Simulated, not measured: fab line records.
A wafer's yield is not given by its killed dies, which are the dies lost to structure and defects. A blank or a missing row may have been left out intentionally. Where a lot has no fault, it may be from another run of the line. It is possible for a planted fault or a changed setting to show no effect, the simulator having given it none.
Which of the tools did it? -- flow sky130 -- 12 lots, 36 wafers sampled, at 5 steps of a route of 708

## WHAT THE GAUGES SHOWED, per wafer
SKY_VT_ADJUST_HVTP_CD_MEAS_07: the cd target is 380 nm.
lot,measured,on,cd_nm (nm)
L577,day 6 19:11,cd_sem-01,381.1 379.6 379.6
L578,day 7 03:22,cd_sem-02,379.8 381.8 379.6
L579,day 7 09:16,cd_sem-02,379.2 376.0 379.5
L580,day 7 17:34,cd_sem-01,379.0 376.4 379.2
L583,day 8 08:52,cd_sem-01,381.5 382.6 381.9
L584,day 8 14:59,cd_sem-02,381.0 379.3 379.7
L588,day 10 02:35,cd_sem-02,379.4 384.8 380.8
L589,day 10 07:46,cd_sem-01,377.7 379.8 379.4
L590,day 10 08:01,cd_sem-02,378.8 382.9 379.4
L591,day 10 13:23,cd_sem-02,377.3 378.2 377.9
L592,day 11 03:28,cd_sem-02,379.5 378.6 380.2
L596,day 12 00:29,cd_sem-02,381.8 380.0 379.2

SKY_VT_ADJUST_NCORE_OVL_MEAS_08.
lot,measured,on,VT_ADJUST_NCORE_OVL (nm)
L577,day 9 07:43,overlay-01,-0.1 -2.3 -2.2
L578,day 9 16:13,overlay-01,0.6 0.8 -1.8
L579,day 10 00:40,overlay-01,-0.4 -0.9 -1.2
L580,day 10 09:29,overlay-02,-0.2 -2.0 -0.9
L583,day 11 03:10,overlay-02,0.9 4.4 1.6
L584,day 11 10:22,overlay-02,0.2 0.8 0.7
L588,day 13 02:37,overlay-02,-0.8 -1.5 0.5
L589,day 13 08:17,overlay-01,1.0 0.2 1.3
L590,day 13 09:07,overlay-02,-1.0 0.5 -2.1
L591,day 13 14:14,overlay-02,-0.8 -1.4 -1.0
L592,day 14 04:52,overlay-02,-3.1 -2.7 -1.8
L596,day 15 05:38,overlay-01,-0.9 -2.5 -1.6

## WHICH TOOL RAN EACH LOT (tool, then ch and the chambers of the sampled wafers, then the start)
lot,SKY_FIELD_ISO_ETCH_14,SKY_PWDE_SOFTBAKE_03,SKY_PWDE_STRIP_09
L577,"rie_diel-04 ch 2,3, day 2 19:56","litho_track-04 ch 0, day 4 03:53","plasma_asher-04 ch 0,1, day 4 12:19"
L578,"rie_diel-04 ch 0,1,3, day 3 02:43","litho_track-01 ch 0, day 4 10:21","plasma_asher-01 ch 0,1, day 4 19:28"
L579,"rie_diel-02 ch 0,2,3, day 3 08:02","litho_track-01 ch 0, day 4 16:31","plasma_asher-03 ch 0,1, day 5 00:44"
L580,"rie_diel-04 ch 0,1,3, day 3 11:15","litho_track-04 ch 0, day 4 22:10","plasma_asher-03 ch 0,1, day 5 07:31"
L583,"rie_diel-04 ch 0,3, day 4 03:34","litho_track-01 ch 0, day 5 13:52","plasma_asher-01 ch 0,1, day 5 22:12"
L584,"rie_diel-04 ch 0,1, day 4 07:58","litho_track-01 ch 0, day 5 18:33","plasma_asher-04 ch 0,1, day 6 04:11"
L588,"rie_diel-03 ch 0,2,3, day 5 05:08","litho_track-01 ch 0, day 7 01:24","plasma_asher-04 ch 0,1, day 7 10:22"
L589,"rie_diel-04 ch 2,3, day 5 13:33","litho_track-04 ch 0, day 7 05:54","plasma_asher-04 ch 0,1, day 7 15:05"
L590,"rie_diel-04 ch 1,2,3, day 5 15:19","litho_track-04 ch 0, day 7 06:29","plasma_asher-01 ch 0,1, day 7 15:43"
L591,"rie_diel-03 ch 0,1, day 5 20:34","litho_track-01 ch 0, day 7 10:04","plasma_asher-03 ch 0,1, day 7 19:54"
L592,"rie_diel-03 ch 0,1,2, day 6 05:50","litho_track-01 ch 0, day 7 23:32","plasma_asher-03 ch 0,1, day 8 09:25"
L596,"rie_diel-04 ch 0,2,3, day 6 23:29","litho_track-03 ch 0, day 8 17:19","plasma_asher-01 ch 0,1, day 9 03:53"
- SKY_FIELD_ISO_ETCH_14: etches BARC in N2/H2, stops on SiO2, time 45.9 s, target depth 60 nm.
- SKY_PWDE_SOFTBAKE_03
- SKY_PWDE_STRIP_09: strips in O2/N2.

## AS READ BY THE TOOLS THEMSELVES (means over the sampled wafers that have a number; for cases with no such wafer, the mark the record gives instead)
SKY_FIELD_ISO_ETCH_14.
lot,tool,drypump_motor_current_A (A),n2_flow_sccm (sccm),oes_product_au (a.u.),throttle_valve_pct (%)
L577,rie_diel-04,6.0,100.0,0.859,13.232
L578,rie_diel-04,5.8,99.7,0.856,13.229
L579,rie_diel-02,5.2,100.2,0.853,13.224
L580,rie_diel-04,5.8,100.2,0.860,13.222
L583,rie_diel-04,5.8,100.0,0.853,13.216
L584,rie_diel-04,5.5,100.0,0.854,13.216
L588,rie_diel-03,5.6,100.4,0.851,13.223
L589,rie_diel-04,6.0,99.7,0.857,13.227
L590,rie_diel-04,6.0,99.9,0.854,13.224
L591,rie_diel-03,5.3,99.5,0.855,13.232
L592,rie_diel-03,5.2,99.9,0.862,13.229
L596,rie_diel-04,5.8,100.1,0.854,13.227

SKY_PWDE_SOFTBAKE_03.
lot,tool,heater_power_total_W (W),plate_temp_C (C)
L577,litho_track-04,65.26,110.00
L578,litho_track-01,65.31,109.95
L579,litho_track-01,65.31,110.04
L580,litho_track-04,65.35,109.89
L583,litho_track-01,65.14,110.08
L584,litho_track-01,65.22,110.06
L588,litho_track-01,68.42,113.92
L589,litho_track-04,65.31,109.86
L590,litho_track-04,65.34,109.98
L591,litho_track-01,68.53,113.92
L592,litho_track-01,68.54,113.81
L596,litho_track-03,65.25,110.19

SKY_PWDE_STRIP_09.
lot,tool,drypump_motor_current_A (A),n2_flow_sccm (sccm),oes_product_au (a.u.),strip_time_to_endpoint_s (s)
L577,plasma_asher-04,6.0,300.1,0.723,37.00
L578,plasma_asher-01,5.6,299.3,0.725,36.95
L579,plasma_asher-03,5.3,299.9,0.722,37.00
L580,plasma_asher-03,5.3,300.5,0.721,36.80
L583,plasma_asher-01,5.6,299.2,0.721,36.86
L584,plasma_asher-04,5.7,300.9,0.721,36.86
L588,plasma_asher-04,6.0,299.2,0.722,36.58
L589,plasma_asher-04,6.0,299.9,0.724,36.90
L590,plasma_asher-01,5.6,300.3,0.722,36.96
L591,plasma_asher-03,5.3,299.0,0.724,36.41
L592,plasma_asher-03,5.4,300.1,0.723,36.59
L596,plasma_asher-01,5.6,299.8,0.719,37.06

## THE ANSWER, worked out from the rows above alone
Rule: what is usual is taken from the lots themselves. Put in order of their means at a reading, lots are off if they are a third of the lots or fewer, leave a main group of 4 or more, and stand apart from it by a gap of 3 or more times the standard deviation of the main group's means; of several such gaps the widest counts. A main group whose means are all the same, to the digits that the tables above print for the reading, isn't used. A lot without any number at a reading at which 4 lots or more have one is off too. Where the step has rows for the other lots, those lots are counted as sound. The gauges are gone through in route order, then the tools' own readings, and for those a lot's mean is taken as printed above. The first step at which some lot is off is used, and at that step the reading that is off furthest; a lot without a number counts as furthest.
Off at SKY_PWDE_SOFTBAKE_03 (heater_power_total_W): L588, L591, L592. The main group has a mean of 65.28 W with a standard deviation of 0.063.
If a tool, at that step or one of the process steps before it, ran each lot that is off and ran no sound lot following the first of them, it fits. Can't be told from this: 2 tools fit, rie_diel-03 at SKY_FIELD_ISO_ETCH_14, litho_track-01 at SKY_PWDE_SOFTBAKE_03.

## WHAT WAS PUT IN BY THE SIMULATOR
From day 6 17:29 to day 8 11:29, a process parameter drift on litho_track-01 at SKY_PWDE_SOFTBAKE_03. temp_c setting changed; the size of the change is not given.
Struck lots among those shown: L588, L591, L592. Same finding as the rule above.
